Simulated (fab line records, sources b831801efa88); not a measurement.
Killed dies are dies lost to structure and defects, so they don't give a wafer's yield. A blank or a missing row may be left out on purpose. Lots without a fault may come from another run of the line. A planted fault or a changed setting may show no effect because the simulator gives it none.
A struck lot beside a sound one | flow sky130 | 23 steps out of a route of 708
Sound: wafers L414.2, L414.3, L414.6. Struck: wafer L427.4. (L427.2 of the same lot was not struck and is left out.) The cause comes at the end.
At each step with rows: each side's tool, then ch and its chambers, then its first start. Under that, the readings that differ: sound wafers | struck wafers | difference of the means | sigmas: that difference in standard deviations of wafers without a fault.
alike: readings whose means differ by less than 2 such deviations, and words and numbers that are the same on both sides. not compared: withheld readings, readings that some wafer has no value for, bounds like >300 that may hide the same value, and numbers for which the record gives no deviation and whose values overlap.
The two part at a step that has a row with sigmas, a row that says differs or no value, or rows on one side only. Numbers that don't overlap but have no deviation are shown without sigmas and don't part them. A reading that every wafer of one side lacks parts them only if that side has two wafers or more.

first, 6 steps without rows for these wafers: SKY_PWDE_HMDS_01 (prime time 60 s); SKY_PWDE_COAT_02 (resist thk 3000 nm); SKY_PWDE_SOFTBAKE_03; SKY_PWDE_EXPOSE_04 (exposes mask PWDEM, target cd 840 nm); SKY_PWDE_PEB_05; SKY_PWDE_DEVELOP_06 (develop time 60 s).
SKY_PWDE_OVL_MEAS_07:
  sound on overlay-01, day 5 06:52; struck on overlay-01, day 7 07:21
  alike: PWDE_OVL
then, 1 step without rows for these wafers: SKY_PWDE_IMPLANT_08.
SKY_PWDE_STRIP_09: strips in O2/N2.
  sound on plasma_asher-02 ch 1, day 5 07:02; struck on plasma_asher-03 ch 0, day 7 07:32
  alike: drypump_motor_current_A, n2_flow_sccm, oes_product_au, strip_time_to_endpoint_s
  not compared: rf_hours_counter_h
SKY_PWDE_TW_MEAS_10:
  sound on film_metro-04, day 5 07:09; struck on film_metro-04, day 7 07:38
  alike: PWDE_TW
then, 2 steps without rows for these wafers: SKY_NWELL_DEHYDRATE_03 (time 60 s); SKY_NWELL_HMDS_04 (prime time 60 s).
SKY_NWELL_COAT_05: resist thk 3000 nm.
  sound on litho_track-03 ch 0, day 5 16:19; struck on litho_track-01 ch 0, day 7 17:47
  reading                                 | sound          | struck | difference | sigmas
  model.coat_of_NWELL_COAT_05.thk_nm (nm) | 2996 3001 3003 | 1401   | -1599      |
then, 3 steps without rows for these wafers: SKY_NWELL_SOFTBAKE_06; SKY_NWELL_EXPOSE_07 (exposes mask NWM, target cd 840 nm); SKY_NWELL_PEB_08.
SKY_NWELL_DEVELOP_09: develop time 60 s.
  sound on litho_track-04 ch 0; struck on litho_track-04 ch 0
  reading                                 | sound          | struck | difference | sigmas
  model.coat_of_NWELL_COAT_05.thk_nm (nm) | 2992 2997 2998 | 1396   | -1600      |
SKY_NWELL_OVL_MEAS_10:
  sound on overlay-02, day 6 01:48; struck on overlay-01, day 8 04:03
  reading           | sound          | struck | difference | sigmas
  NWELL_00_OVL (nm) | -0.6 -0.7 -0.4 | 2.2    | +2.8       | +2
then, 3 steps without rows for these wafers: SKY_NWELL_IMPLANT_11; SKY_NWELL_IMPLANT_12; SKY_NWELL_IMPLANT_13.
SKY_NWELL_STRIP_14: strips in O2/N2.
  sound on plasma_asher-03 ch 0, day 6 02:17; struck on plasma_asher-04 ch 1, day 8 04:32
  reading                      | sound             | struck | difference | sigmas
  oes_product_au (a.u.)        | 0.720 0.718 0.721 | 0.705  | -0.015     | -3
  strip_time_to_endpoint_s (s) | 36.87 36.91 36.94 | 18.23  | -18.68     | -99 or more
  alike: drypump_motor_current_A, n2_flow_sccm
  not compared: rf_hours_counter_h
SKY_NWELL_TW_MEAS_15:
  sound on film_metro-03, day 6 02:23; struck on film_metro-03, day 8 04:38
  alike: NWELL_TW

WHERE THEY PART
First at SKY_NWELL_OVL_MEAS_10; last, within this record, at SKY_NWELL_STRIP_14. Later steps at which nothing parts them and some readings are alike: SKY_NWELL_TW_MEAS_15.

WHY: what the simulator had put in
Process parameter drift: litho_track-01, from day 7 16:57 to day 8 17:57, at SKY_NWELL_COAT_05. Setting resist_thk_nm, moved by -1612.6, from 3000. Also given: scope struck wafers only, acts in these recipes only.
